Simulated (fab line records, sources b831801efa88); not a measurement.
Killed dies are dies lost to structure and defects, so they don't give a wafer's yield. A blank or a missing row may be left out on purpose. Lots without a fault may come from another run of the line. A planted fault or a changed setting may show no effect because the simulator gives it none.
fab line records | flow sky130
record lots=15 wafers=45 last_day=50
route steps=708 shown LOCAL_INTERCONNECT@399 METAL1@437 VIA2@520 METAL3@560
lots that met no fault: from a run of the same line without faults
start_h: hours from the record's first day to the start of the lot's first wafer shown | wait_h: hours since the lot's step before | " the same as in the row above | L1.1+2: a row that stands for several wafers | - no value, or no start given | * or withheld: withheld | < > ~ a bound
route shown NAME@n: a module of which the file shows steps, and the number in the route of the first | usual: mean/standard deviation of fault-free wafers | same: alike in all rows | chamber/n: place in a boat | sites: the reading at each site | _std_site: their standard deviation | _edge_site: outer sites' mean less inner sites' | radius_mm: how far each site lies from the wafer's centre | mask NAME#n: copy n | behind: the tool/chamber that last shaped the wafer | hold: why the lot was held/for how many hours/how that ended | device: the transistor (n, p or np) that didn't switch | end of line: the same wafers' tests at the end of the route | a step without rows: its recipe alone | killed: dies lost to structure and defects at the first sort, not the wafer's yield | map: a wafer's dies, x killed, . not, _ none there
set.NAME: the setting as run; set.NAME@STEP: as run at that earlier step | model.NAME: the simulator's own value behind a step, which no gauge read
steps of the route over a sample of lots; a table a step, a row a wafer
services: from which hour (start_h, from the record's first day; less than 0 if before it) a tool's chamber was out of use, for how many hours, and why
## steps
# step SKY_LOCAL_INTERCONNECT_OVL_MEAS_12
# usual LOCAL_INTERCONNECT_OVL=0/6.3
# columns lot.wafer tool chamber start_h wait_h LOCAL_INTERCONNECT_OVL[nm]
L722.2 overlay-01 - 697.40 0.1 3
L722.3 " - " " 2
L722.5 " - " " 1
L724.1 overlay-02 - 741.42 0.1 3
L724.4 " - " " -1
L724.6 " - " " 1
L725.3 overlay-01 - 755.55 0.1 -4
L725.4 " - " " -9
L725.5 " - " " 3
L729.2 overlay-02 - 769.43 0.1 3
L729.3 " - " " -5
L729.5 " - " " -2
L730.1 overlay-02 - 776.09 0.1 -3
L730.4 " - " " 6
L730.5 " - " " -4
L732.1 overlay-01 - 780.44 0.1 -1
L732.2 " - " " -10
L732.4 " - " " -11
L735.2 overlay-01 - 805.60 0.1 -11
L735.4 " - " " -3
L735.5 " - " " -2
L738.3 overlay-01 - 813.58 0.1 2
L738.4 " - " " -1
L738.6 " - " " 2
L739.1 overlay-01 - 814.59 0.1 2
L739.5 " - " " 9
L739.6 " - " " 3
L740.2 overlay-01 - 833.05 0.1 3
L740.5 " - " " 2
L740.6 " - " " 1
L741.2 overlay-02 - 850.10 0.1 2
L741.3 " - " " 5
L741.6 " - " " 4
L742.2 overlay-01 - 862.90 0.1 6
L742.5 " - " " -8
L742.6 " - " " -2
L744.3 overlay-02 - 863.08 0.1 4
L744.5 " - " " 11
L744.6 " - " " -5
L743.2 overlay-02 - 863.66 0.1 1
L743.4 " - " " -12
L743.6 " - " " -3
L745.1 overlay-01 - 865.72 0.1 -2
L745.3 " - " " 2
L745.5 " - " " 0
# step SKY_METAL1_SPUTTER_03
# recipe material=Ti target_thk_nm=5 power_w=3000 time_s=3.3 chamber_pressure_pa=0.4
# usual throttle_valve_pct=30.0/0.76
# columns lot.wafer tool chamber start_h wait_h throttle_valve_pct
L722.2 pvd_sputter-01 - 727.78 0.0 29.8
L722.3 " - " " 30.8
L722.5 " - " " 30.8
L724.1 pvd_sputter-02 - 769.61 0.0 28.5
L724.4 " - " " 31.3
L724.6 " - " " 29.9
L725.3 pvd_sputter-04 - 784.40 0.0 30.5
L725.4 " - " " 29.3
L725.5 " - " " 29.9
L729.2 pvd_sputter-02 - 797.95 0.0 28.4
L729.3 " - " " 30.0
L729.5 " - " " 29.2
L730.1 pvd_sputter-02 - 803.83 0.0 30.0
L730.4 " - " " 31.4
L730.5 " - " " 30.0
L732.1 pvd_sputter-01 - 810.23 0.0 30.6
L732.2 " - " " 30.4
L732.4 " - " " 29.7
L735.2 pvd_sputter-01 - 835.27 0.0 30.6
L735.4 " - " " 30.0
L735.5 " - " " 29.4
L738.3 pvd_sputter-01 - 842.53 0.0 30.3
L738.4 " - " " 30.9
L738.6 " - " " 30.0
L739.1 pvd_sputter-01 - 843.37 0.0 29.6
L739.5 " - " " 30.5
L739.6 " - " " 29.9
L740.2 pvd_sputter-04 - 862.50 0.0 29.6
L740.5 " - " " 29.4
L740.6 " - " " 29.9
L741.2 pvd_sputter-02 - 879.20 0.0 28.4
L741.3 " - " " 29.6
L741.6 " - " " 29.8
L742.2 pvd_sputter-04 - 891.87 0.0 29.8
L742.5 " - " " 29.6
L742.6 " - " " 30.5
L743.2 pvd_sputter-02 - 893.30 0.0 28.4
L743.4 " - " " 29.3
L743.6 " - " " 31.5
L744.3 pvd_sputter-04 - 893.60 0.0 29.7
L744.5 " - " " 29.2
L744.6 " - " " 30.4
L745.1 pvd_sputter-04 - 895.42 0.0 29.8
L745.3 " - " " 29.5
L745.5 " - " " 29.5
# step SKY_VIA2_OVL_MEAS_13
# usual VIA2_OVL=-1/5.7
# columns lot.wafer tool chamber start_h wait_h VIA2_OVL[nm]
L722.2 overlay-02 - 837.74 0.1 -1
L722.3 " - " " -2
L722.5 " - " " -10
L724.1 overlay-01 - 875.79 0.1 1
L724.4 " - " " 10
L724.6 " - " " 1
L725.3 overlay-02 - 893.45 0.1 0
L725.4 " - " " 6
L725.5 " - " " -2
L729.2 overlay-02 - 907.04 0.1 1
L729.3 " - " " -15
L729.5 " - " " -10
L730.1 overlay-02 - 910.74 0.1 -16
L730.4 " - " " 8
L730.5 " - " " -7
L732.1 overlay-02 - 918.39 0.1 -6
L732.2 " - " " -6
L732.4 " - " " 6
L735.2 overlay-02 - 939.84 0.1 6
L735.4 " - " " 7
L735.5 " - " " -5
L738.3 overlay-02 - 948.05 0.1 8
L738.4 " - " " 0
L738.6 " - " " -2
L739.1 overlay-01 - 948.74 0.1 4
L739.5 " - " " 2
L739.6 " - " " 1
L740.2 overlay-02 - 965.89 0.1 2
L740.5 " - " " 7
L740.6 " - " " -1
L741.2 overlay-02 - 980.39 0.1 -2
L741.3 " - " " -2
L741.6 " - " " 1
L742.2 overlay-01 - 993.24 0.1 1
L742.5 " - " " 5
L742.6 " - " " 8
L743.2 overlay-01 - 995.55 0.1 -9
L743.4 " - " " -5
L743.6 " - " " -2
L744.3 overlay-01 - 997.20 0.1 2
L744.5 " - " " 3
L744.6 " - " " -4
L745.1 overlay-02 - 998.09 0.1 -4
L745.3 " - " " -8
L745.5 " - " " -9
# step SKY_METAL3_EXPOSE_10
# recipe mask_id=MM3 na=0.68 source_shape=annular sigma_inner=0.4 sigma_outer=0.8 target_cd_nm=300 dose_mj=28
# usual focus_offset_nm=0.0/0.55
# same sigma_inner=0.4
# columns lot.wafer tool chamber start_h wait_h mask focus_offset_nm
L722.2 krf_scanner-02 0 878.28 - MM3#0 0.2
L722.3 " 0 " " MM3#0 0.7
L722.5 " 0 " " MM3#0 1.1
L724.1 krf_scanner-01 0 916.65 - MM3#0 -0.2
L724.4 " 0 " " MM3#0 0.2
L724.6 " 0 " " MM3#0 -0.2
L725.3 krf_scanner-01 0 932.56 - MM3#0 -0.1
L725.4 " 0 " " MM3#0 -0.1
L725.5 " 0 " " MM3#0 0.6
L729.2 krf_scanner-01 0 945.67 - MM3#0 -1.0
L729.3 " 0 " " MM3#0 -0.4
L729.5 " 0 " " MM3#0 0.2
L730.1 krf_scanner-02 0 947.70 - MM3#0 -0.2
L730.4 " 0 " " MM3#0 0.0
L730.5 " 0 " " MM3#0 -0.1
L732.1 krf_scanner-01 0 955.19 - MM3#0 0.6
L732.2 " 0 " " MM3#0 0.5
L732.4 " 0 " " MM3#0 0.9
L735.2 krf_scanner-02 0 976.44 - MM3#0 -1.8
L735.4 " 0 " " MM3#0 -0.3
L735.5 " 0 " " MM3#0 -1.3
L738.3 krf_scanner-02 0 988.59 - MM3#0 0.0
L738.4 " 0 " " MM3#0 -0.5
L738.6 " 0 " " MM3#0 0.3
L739.1 krf_scanner-02 0 989.70 - MM3#0 -0.7
L739.5 " 0 " " MM3#0 -0.1
L739.6 " 0 " " MM3#0 -0.1
L740.2 krf_scanner-02 0 1001.87 - MM3#0 0.0
L740.5 " 0 " " MM3#0 -0.3
L740.6 " 0 " " MM3#0 0.0
L741.2 krf_scanner-02 0 1017.87 - MM3#0 -0.7
L741.3 " 0 " " MM3#0 -0.7
L741.6 " 0 " " MM3#0 -0.2
L742.2 krf_scanner-02 0 1029.08 - MM3#0 -0.1
L742.5 " 0 " " MM3#0 -0.4
L742.6 " 0 " " MM3#0 -0.1
L743.2 krf_scanner-01 0 1031.52 - MM3#0 0.9
L743.4 " 0 " " MM3#0 -0.5
L743.6 " 0 " " MM3#0 -0.6
L744.3 krf_scanner-01 0 1032.69 - MM3#0 -0.3
L744.5 " 0 " " MM3#0 0.2
L744.6 " 0 " " MM3#0 -1.5
L745.1 krf_scanner-01 0 1035.17 - MM3#0 0.3
L745.3 " 0 " " MM3#0 0.8
L745.5 " 0 " " MM3#0 0.4
# step SKY_METAL3_CD_MEAS_13
# recipe target_cd_nm=300
# usual cd_nm=300.1/1.4
# columns lot.wafer tool chamber start_h wait_h cd_nm
L722.2 cd_sem-02 - 891.82 - 298.0
L722.3 " - " " 297.8
L722.5 " - " " 297.8
L724.1 cd_sem-01 - 926.12 - 299.1
L724.4 " - " " 298.4
L724.6 " - " " 299.4
L725.3 cd_sem-02 - 944.41 - 267.2
L725.4 " - " " 299.5
L725.5 " - " " 299.7
L729.2 cd_sem-02 - 957.14 - 297.7
L729.3 " - " " 266.2
L729.5 " - " " 300.3
L730.1 cd_sem-02 - 959.32 - 301.3
L730.4 " - " " 298.9
L730.5 " - " " 300.9
L732.1 cd_sem-01 - 968.22 - 269.2
L732.2 " - " " 299.6
L732.4 " - " " 301.1
L735.2 cd_sem-01 - 989.59 - 302.1
L735.4 " - " " 300.4
L735.5 " - " " 302.4
L738.3 cd_sem-02 - 999.39 - 302.6
L738.4 " - " " 301.2
L738.6 " - " " 301.3
L739.1 cd_sem-01 - 999.87 - 300.8
L739.5 " - " " 300.3
L739.6 " - " " 298.7
L740.2 cd_sem-02 - 1013.79 - 298.4
L740.5 " - " " 298.5
L740.6 " - " " 300.4
L741.2 cd_sem-02 - 1027.62 - 297.7
L741.3 " - " " 297.2
L741.6 " - " " 297.9
L742.2 cd_sem-02 - 1040.79 - 299.7
L742.5 " - " " 298.3
L742.6 " - " " 299.7
L743.2 cd_sem-01 - 1042.79 - 301.2
L743.4 " - " " 301.1
L743.6 " - " " 301.7
L744.3 cd_sem-01 - 1043.44 - 300.1
L744.5 " - " " 300.3
L744.6 " - " " 298.6
L745.1 cd_sem-01 - 1045.57 - 299.8
L745.3 " - " " 298.0
L745.5 " - " " 298.9
## services
# columns tool chamber start_h hours kind
krf_scanner-02 - 711.61 0.8 pm
krf_scanner-01 - 725.57 36.0 pm
krf_scanner-02 - 761.57 1.3 pm
krf_scanner-02 - 772.17 1.0 pm
pvd_sputter-01 - 812.71 1.1 repair
krf_scanner-02 - 816.43 0.2 repair
krf_scanner-02 - 819.09 0.3 repair
krf_scanner-01 - 825.77 4.5 repair
krf_scanner-01 - 831.00 1.0 pm
krf_scanner-01 - 832.00 4.4 pm
pvd_sputter-02 - 832.97 3.7 repair
krf_scanner-02 - 844.24 2.0 repair
krf_scanner-02 - 848.53 4.4 pm
pvd_sputter-02 - 861.77 9.4 repair
krf_scanner-01 - 863.81 0.8 pm
krf_scanner-01 - 870.71 1.3 pm
krf_scanner-02 - 880.41 0.8 pm
krf_scanner-02 - 921.91 1.3 pm
krf_scanner-02 - 941.17 1.0 pm
krf_scanner-01 - 984.73 44.7 repair
krf_scanner-02 - 1009.51 0.9 repair
krf_scanner-02 - 1026.46 2.2 repair
krf_scanner-01 - 1029.38 1.0 pm
krf_scanner-02 - 1032.42 11.6 pm
## key
first_sign step=SKY_METAL3_CD_MEAS_13 reading=cd_nm direction=down sigmas=24 usual=300.1 struck=267.6
effect none on later readings
met_at SKY_METAL3_EXPOSE_10
struck_lots L725,L729,L732
struck_wafers L725.3,L729.3,L732.1
sort_left_out L725.3,L729.3,L732.1
not_acting_at SKY_LOCAL_INTERCONNECT_OVL_MEAS_12,SKY_METAL1_SPUTTER_03,SKY_VIA2_OVL_MEAS_13
onset_between 916.65 932.56
fault kind=process_parameter_drift tool=krf_scanner-01 chamber=- onset_h=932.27 steps=SKY_METAL3_EXPOSE_10 channel=focus_nm offset=270.7 shape=step end_h=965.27 scope=struck_wafers_only
# sort_left_out: the simulated sort isn't trusted on such a fault, so these wafers' sort isn't shown, and their yield isn't known
